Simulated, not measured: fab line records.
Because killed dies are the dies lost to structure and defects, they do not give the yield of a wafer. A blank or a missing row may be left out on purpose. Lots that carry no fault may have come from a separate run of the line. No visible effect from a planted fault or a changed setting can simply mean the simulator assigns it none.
Problem report, 8D (eight disciplines) form, completed by code / flow sky130 / the parts of the form that need people (team, actions taken, sign-off) are left out

## 1. PROBLEM STATEMENT
Across 7 wafers from 4 lots, CONTACT_HDPCVD_THK at SKY_CONTACT_THK_MEAS_03 averages 761 nm, while fault-free wafers read 567 nm with a standard deviation of 6.5. Measured from the usual mean, that is +30 standard deviations.
Seen first at day 31 16:53 on filmMetro-01, wafer L529.3. At this step, 39 wafers from 13 lots have a number in the record. The rule behind "out" and "out of limits": a value lying over 4 standard deviations away from the usual mean. The rest of the wafers with a number are treated as sound.

## 2. WHAT IT IS; WHAT IT IS NOT
question=which readings at this step | is=CONTACT_HDPCVD_THK | is not=-
question=which lots | is=L529, L530, L531, L532 | is not=L527, L528, L541, L543, L544, L545, L548, L549, L550
question=which wafers of those lots | is=L529.3, L529.5, L529.6, L530.3, L530.5, L531.6, L532.6 | is not=L530.4, L531.1, L531.4, L532.1, L532.4
question=read on which gauges | is=filmMetro-01, filmMetro-03 | is not=filmMetro-02
question=when | is=from day 31 16:53 | is not=up to then (6 sound wafers); but 26 sound wafers of L530, L531, L532, L541, L543, L544, L545, L548, L549, L550 came after

## 3. THE SUSPECTS, EACH WITH WHAT RULES IT OUT
Counting: if a tool at a process step up to the reading ran every lot that is out, it stays a suspect. Sound lots after the first of them don't rule it out here, since some wafers of a struck lot are sound.
- the gauge at SKY_CONTACT_THK_MEAS_03: ruled out. Those wafers that are out were read across 2 gauges (filmMetro-01, filmMetro-03).
- hdpcvd-02 at SKY_CONTACT_HDPCVD_02 (deposits SiO2, target thk 565 nm, time 94.2 s): kept. Ran every lot that is out, first one L529 (day 31 16:47); last sound lot up to then L528 (day 31 05:20).
The count leaves hdpcvd-02 at SKY_CONTACT_HDPCVD_02.

## 4. THE CAUSE (what the simulator had put in)
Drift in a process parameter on hdpcvd-02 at SKY_CONTACT_HDPCVD_02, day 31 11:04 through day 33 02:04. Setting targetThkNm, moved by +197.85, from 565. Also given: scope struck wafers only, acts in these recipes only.
This tool alone remained once counting was done.

## 5. THE CHAIN OF EFFECTS, in route order
Each row: a reading whose mean over the struck wafers that have a number lies more than 3 standard deviations from the usual. Only readings for which the record gives a usual standard deviation are gone through. hours: the time from each lot's start at the first step in this table that gives one to its start at this step, as a median over the lots. sigmas: the change in usual standard deviations.
hours=0; step=SKY_CONTACT_THK_MEAS_03; reading=CONTACT_HDPCVD_THK; usual=567 nm; on struck wafers=761; change=+194; sigmas=+30
hours=0; step=SKY_CONTACT_CMP_04; reading=timeToEndpointS; usual=85 s; on struck wafers=156; change=+71; sigmas=+13
It contains these process steps:
- SKY_CONTACT_CMP_04: polishes SiO2.
At these later measuring or inspecting steps, every struck wafer for which the step has a row has a number for every such reading, and none has moved that far: SKY_CONTACT_OVL_MEAS_15, SKY_CONTACT_THK_MEAS_26.

## 6. WHAT WOULD HAVE CAUGHT IT SOONER
The first out-of-limits reading at a measuring or inspecting step in this record came at day 31 16:53, 6 hours after the fault's start at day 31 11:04.
Of the lots that are out (4), L530, L532, L531 began SKY_CONTACT_HDPCVD_02 on hdpcvd-02 after day 31 16:53. A hold on the tool at that time would have spared those 3.
